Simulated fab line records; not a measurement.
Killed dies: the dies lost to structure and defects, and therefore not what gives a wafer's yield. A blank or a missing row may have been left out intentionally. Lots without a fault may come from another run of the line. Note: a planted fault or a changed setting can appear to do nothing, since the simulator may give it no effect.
8D (eight disciplines) problem report, filled in by code    flow sfqLine    the parts of the form that need people (team, actions taken, sign-off) are left out

## 1. WHAT IS WRONG
Across 4 wafers from 2 lots, M1_NB_RS at SFQ_M1_RS_MEAS_909 averages 1.541 ohm/sq, while fault-free wafers read 0.889 ohm/sq with a standard deviation of 0.01. That puts it +65 standard deviations away from the usual mean.
The step: measures by four-point-probe.
Earliest sighting: wafer L101.4 on filmMetro-02 at day 17 12:22. Wafers with a number at this step in the record: 36, from 12 lots. The rule behind "out" and "out of limits": a value lying over 4 standard deviations away from the usual mean. The rest of the wafers with a number are treated as sound.

## 2. WHAT THIS IS AND IS NOT
question                     is                              is not
which readings at this step  M1_NB_RS                        -
which lots                   L101, L102                      L103, L104, L108, L986, L987, L988, L989, L990, L991, L992
which wafers of those lots   L101.4, L101.5, L102.4, L102.5  L101.1, L102.6
read on which gauges         filmMetro-02                    filmMetro-01, filmMetro-04
when                         from day 17 12:22               up to then (22 sound wafers); but 10 sound wafers of L102, L103, L104, L108 came after

## 3. WHAT RULES OUT EACH SUSPECT
Counting: a tool at a process step up to the reading stays a suspect if it ran every lot that is out. Sound lots after the first of them don't rule it out here, since some wafers of a struck lot are sound.
- ruled out: the gauge at SFQ_M1_RS_MEAS_909. All the wafers that are out were read on filmMetro-02, but those of them that SFQ_TRILAYER_M1_ETCH_METAL_ETCH_042 has rows for are out there too, on other tools.
- pvdSputter-04 at SFQ_TRILAYER_M1_DEP_SPUTTER_037 (material Nb, target thk 200 nm, time 133.3 s): kept. It ran every lot that is out, first L101 (day 17 12:17); its last sound lot up to then is L987 (day 13 15:08).
The count leaves pvdSputter-04 at SFQ_TRILAYER_M1_DEP_SPUTTER_037.

## 4. THE CAUSE (what the simulator had put in)
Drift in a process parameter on pvdSputter-04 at SFQ_TRILAYER_M1_DEP_SPUTTER_037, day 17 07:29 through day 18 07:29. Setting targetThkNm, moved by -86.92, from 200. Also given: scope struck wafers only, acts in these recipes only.
Counting left only this tool.

## 5. THE EFFECT CHAIN, in route order
Each row: a reading where the mean over the struck wafers with a number is more than 3 standard deviations away from the usual. Readings are gone through only where the record gives a usual standard deviation; hours: the median, over the lots, of the time from a lot's start at the first step in this table giving one to that lot's start at this step; sigmas: the change measured in usual standard deviations.
hours  step                                 reading       usual         on struck wafers  change  sigmas
0      SFQ_M1_RS_MEAS_909                   M1_NB_RS      0.889 ohm/sq  1.541             +0.652  +65
118    SFQ_TRILAYER_M1_ETCH_METAL_ETCH_042  oesProductAu  0.894 a.u.    0.678             -0.216  -30
It contains these process steps:
- SFQ_TRILAYER_M1_ETCH_METAL_ETCH_042: etches Nb in Cl2/Ar, stops on SiO2, target depth 240 nm, time 120 s.

## 6. WHAT WOULD HAVE CAUGHT IT SOONER
5 hours passed between the start of the fault at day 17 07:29 and the first reading out of limits at a measuring or inspecting step in this record, taken at day 17 12:22.
Of the tool readings at SFQ_TRILAYER_M1_DEP_SPUTTER_037 for which the record gives a usual standard deviation, none was out on any struck wafer, so an alarm limit of 4 standard deviations on them would not have fired.
L102, from the lots that are out (2), started SFQ_TRILAYER_M1_DEP_SPUTTER_037 on pvdSputter-04 later than day 17 12:22. It would have been spared by a hold on the tool at that moment.
